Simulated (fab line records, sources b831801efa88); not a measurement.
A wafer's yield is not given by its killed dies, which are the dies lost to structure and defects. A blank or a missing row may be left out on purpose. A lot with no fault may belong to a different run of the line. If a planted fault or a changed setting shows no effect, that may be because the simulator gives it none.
Matching of chambers || flow gf180mcu || GF_V4_CVD_02 on pecvd-03: 3 sister chambers
The step deposits SiO2 from TEOS, target thk 850 nm, time 94.851 s. 6 wafers are shown with their chamber, then 7 later ones without.

## WAFERS, EACH WITH ITS CHAMBER
{"wafer": "L172.6", "chamber": 1, "heater-power-w (W)": 707}
{"wafer": "L176.4", "chamber": 2, "heater-power-w (W)": 467}
{"wafer": "L176.5", "chamber": 0, "heater-power-w (W)": 661}
{"wafer": "L176.6", "chamber": 1, "heater-power-w (W)": 645}
{"wafer": "L175.3", "chamber": 0, "heater-power-w (W)": 717}
{"wafer": "L175.4", "chamber": 2, "heater-power-w (W)": 479}

## WAFERS WHOSE CHAMBER IS MISSING
{"wafer": "L175.5", "heater-power-w (W)": 561}
{"wafer": "L178.1", "heater-power-w (W)": 720}
{"wafer": "L178.2", "heater-power-w (W)": 499}
{"wafer": "L178.6", "heater-power-w (W)": 560}
{"wafer": "L179.2", "heater-power-w (W)": 670}
{"wafer": "L179.3", "heater-power-w (W)": 768}
{"wafer": "L179.4", "heater-power-w (W)": 717}

## THE CHAMBER EACH PASSED THROUGH
{"wafer": "L175.5", "from the rows above": "can't be placed: 2 or 1 or 0", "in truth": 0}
{"wafer": "L178.1", "from the rows above": "can't be placed: 0 or 1", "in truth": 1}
{"wafer": "L178.2", "from the rows above": 2, "in truth": 2}
{"wafer": "L178.6", "from the rows above": "can't be placed: 2 or 1 or 0", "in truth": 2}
{"wafer": "L179.2", "from the rows above": "can't be placed: 1 or 0", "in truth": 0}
{"wafer": "L179.3", "from the rows above": "can't be placed: 0 or 1", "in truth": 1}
{"wafer": "L179.4", "from the rows above": "can't be placed: 0 or 1", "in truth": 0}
1 of 7 placed correctly. Not placeable from these rows: 6 (in 6, the candidates include the true chamber). Wrongly placed: 0.
How it was worked out, from the rows above alone: a wafer's distance from a chamber is the root of the sum, over the readings, of the square of ((its reading less the chamber's mean) divided by the reading's scatter). If the next closest chamber is less than 2 further off than the closest, the wafer can't be placed; otherwise it belongs to the closest. Each chamber's mean is taken over the wafers shown for it. The scatter is the square root of a quotient: the sum, over the shown wafers, of each reading's squared deviation from its chamber's mean, divided by wafers minus chambers.
